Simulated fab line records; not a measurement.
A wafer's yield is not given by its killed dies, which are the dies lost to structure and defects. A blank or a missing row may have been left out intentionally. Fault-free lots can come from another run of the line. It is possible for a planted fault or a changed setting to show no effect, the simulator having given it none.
Which tool is to blame? -- flow sky130 -- 30 wafers from 10 lots sampled at 2 of the route's 708 steps

WHAT THE GAUGES READ, wafer by wafer
SKY_CAPM_RS_MEAS_03: measures by four-point-probe.
lot,measured,on,CAPM_TIN_RS (ohm/sq)
L722,day 35 12:55,filmMetro-02,6.81 6.86 6.81
L725,day 36 22:31,filmMetro-02,6.93 6.88 6.91
L726,day 37 13:46,filmMetro-01,6.85 6.94 6.88
L729,day 38 15:55,filmMetro-02,6.85 6.89 6.97
L731,day 39 09:52,filmMetro-03,6.93 6.96 6.96
L733,day 39 10:52,filmMetro-03,8.15 8.04 7.95
L735,day 40 04:07,filmMetro-03,8.10 7.98 8.03
L736,day 40 09:29,filmMetro-03,7.00 6.85 6.93
L741,day 42 02:11,filmMetro-01,7.04 6.93 7.04
L743,day 43 10:11,filmMetro-01,6.73 6.83 6.89

WHICH TOOL RAN EACH LOT (tool, then ch and the chambers of the sampled wafers, then the start)
lot,SKY_CAPM_SPUTTER_02
L722,"pvdSputter-02, day 35 12:49"
L725,"pvdSputter-02, day 36 22:23"
L726,"pvdSputter-01, day 37 13:40"
L729,"pvdSputter-03, day 38 15:49"
L731,"pvdSputter-03, day 39 09:46"
L733,"pvdSputter-03, day 39 10:43"
L735,"pvdSputter-03, day 40 03:58"
L736,"pvdSputter-01, day 40 09:23"
L741,"pvdSputter-01, day 42 02:04"
L743,"pvdSputter-01, day 43 10:05"
- SKY_CAPM_SPUTTER_02: material TiN, target thk 200 nm, time 166.7 s.

THE ANSWER, worked out from the rows above alone
Rule: the usual values come from the lots themselves. The widest of any qualifying gaps counts: lots, ordered by their means at a reading, are off when they make up no more than a third of the lots, leave a main group of 4 or more, and stand apart from it by 3 or more times the standard deviation of that group's means. A main group whose means are all the same, to the digits that the tables above print for the reading, isn't used. A lot without any number at a reading at which 4 lots or more have one is off too. The other lots that the step has rows for count as sound.
Off: at SKY_CAPM_RS_MEAS_03 (CAPM_TIN_RS), L733, L735. The main group: mean 6.90 ohm/sq, standard deviation 0.057.
A tool fits if, at a process step before that reading, it ran every lot that is off, and no sound lot after the first of them. Those tools and the gauges at SKY_CAPM_RS_MEAS_03 are tried in the same way. One fits: pvdSputter-03 at SKY_CAPM_SPUTTER_02. A fault onset in the window from L731 (day 39 09:46, its last sound lot) to L733 (day 39 10:43, its first lot off) fits.

WHAT WAS PUT IN BY THE SIMULATOR
Site profile drift: pvdSputter-03, from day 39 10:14 on, at SKY_CAPM_SPUTTER_02. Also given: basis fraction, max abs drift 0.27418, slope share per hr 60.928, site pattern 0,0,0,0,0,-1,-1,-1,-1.
Lots struck among those shown: L733, L735. The same result came from the rule above.
